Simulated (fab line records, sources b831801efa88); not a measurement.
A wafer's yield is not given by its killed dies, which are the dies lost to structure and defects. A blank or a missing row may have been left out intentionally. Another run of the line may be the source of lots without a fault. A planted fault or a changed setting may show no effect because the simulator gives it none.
Matching of chambers ; flow gf180mcu ; 4 sister chambers for GF_V4_CMP_26 on cmp-01
The step polishes, stops on SiO2, t overpolish 15 s, target thk 0 nm. 18 wafers are shown with their chamber, then 9 later ones without.

== WAFERS, EACH WITH ITS CHAMBER ==
wafer;chamber;motorCurrentA (A);timeToEndpointS (s);overpolishRunS (s)
L965.1;1;10.5;87;15.006
L965.2;2;11.7;91;15.008
L965.3;0;8.9;81;14.997
L966.3;0;9.7;79;14.999
L966.4;2;11.3;85;15.004
L966.6;3;10.4;75;14.998
L967.2;1;10.3;82;15.004
L967.3;2;11.7;86;14.994
L967.6;1;10.3;86;14.991
L968.1;3;10.1;83;15.008
L968.2;2;11.3;89;15.005
L968.5;1;10.1;90;15.002
L970.1;1;10.3;89;15.006
L970.4;2;11.1;89;14.987
L970.6;1;10.5;87;14.999
L971.1;3;10.6;77;15.006
L971.3;0;8.6;77;14.986
L971.5;3;10.3;77;14.995

SIGNATURES, as means of the wafers listed above
reading;chamber 0;chamber 1;chamber 2;chamber 3;scatter within a chamber
motorCurrentA;9.067;10.333;11.420;10.350;0.29
timeToEndpointS;79.00;86.83;88.00;78.00;2.76
overpolishRunS;14.99400;15.00133;14.99960;15.00175;0.00701
Rule: distance of a wafer from a chamber = root of the sum over the readings of ((wafer's reading minus chamber's mean) / reading's scatter) squared. If the next closest chamber is less than 2 further off than the closest, the wafer can't be placed; otherwise it belongs to the closest. The scatter: take each reading less its chamber's mean, square it, sum over the shown wafers, divide by the number of wafers less the number of chambers, and take the root.

== WAFERS WHOSE CHAMBER IS MISSING ==
wafer;motorCurrentA (A);timeToEndpointS (s);overpolishRunS (s)
L984.2;12.0;89;15.001
L984.3;8.9;82;14.996
L984.4;10.5;87;15.014
L986.2;10.6;80;15.007
L986.5;10.3;86;14.990
L986.6;12.0;88;14.995
L987.1;8.9;80;15.004
L987.3;11.8;91;15.015
L987.5;10.1;80;14.995

== THE CHAMBER EACH PASSED THROUGH ==
wafer;from the rows above;in truth
L984.2;2;2
L984.3;0;0
L984.4;can't be placed: 1 or 3 or 2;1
L986.2;can't be placed: 3 or 1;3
L986.5;can't be placed: 1 or 3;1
L986.6;2;2
L987.1;0;0
L987.3;2;2
L987.5;can't be placed: 3 or 1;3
5 of 9 placed correctly. Unplaceable from these rows: 4, with the true chamber sitting among the candidates in 4. 0 placed wrongly.
